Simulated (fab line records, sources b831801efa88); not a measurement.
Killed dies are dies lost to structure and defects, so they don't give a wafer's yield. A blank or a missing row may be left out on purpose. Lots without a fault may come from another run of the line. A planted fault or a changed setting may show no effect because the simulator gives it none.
One fault seen from 2 desks | flow gf180mcu | each desk has only its own numbers; what lay behind them comes last

THE TOOL OWNER'S DESK: wet_bench-04
The tool's own readings at GF_DUAL_GATE_WET_ETCH_12 (etches SiO2 in dHF, target depth 13 nm, time 260 s): means of the sampled wafers that have a number, for each lot that ran on this tool. A lot is out of limits, marked OUT, if its mean lies more than 4 standard deviations from the usual mean; the brackets give that distance.
Columns: A = temp_c at GF_DUAL_GATE_WET_ETCH_12, usual 24.98 C
lot  | first seen here | A
L862 | day 9 19:33     | 25.10
L872 | day 12 16:44    | 25.29
This desk's finding: nothing out of limits on any of the 2 lots.

THE METROLOGY DESK
What the gauges read, lot by lot, whatever tool the lot ran on: means of the sampled wafers that have a number. A lot is out of limits, marked OUT, if its mean lies more than 4 standard deviations from the usual mean; the brackets give that distance.
Columns: A = DUAL_GATE_OXIDATION_00_THK at GF_DUAL_GATE_THK_MEAS_03, usual 10.82 nm; B = DUAL_GATE_OVL at GF_DUAL_GATE_OVL_MEAS_11, usual 0.7 nm
lot  | first seen here | A     | B
L858 | day 7 21:40     | 11.12 | 1.2
L862 | day 9 02:37     | 10.89 | 0.9
L872 | day 11 21:29    | 10.71 | 1.4
L879 | day 13 21:45    | 10.59 | 0.5
L880 | day 14 10:08    | 10.81 | -0.6
This desk's finding: nothing out of limits on any of the 5 lots.

PUT TOGETHER
The tool owner's desk saw nothing out of limits.
The metrology desk saw nothing out of limits.

WHAT THE SIMULATOR HAD PUT IN
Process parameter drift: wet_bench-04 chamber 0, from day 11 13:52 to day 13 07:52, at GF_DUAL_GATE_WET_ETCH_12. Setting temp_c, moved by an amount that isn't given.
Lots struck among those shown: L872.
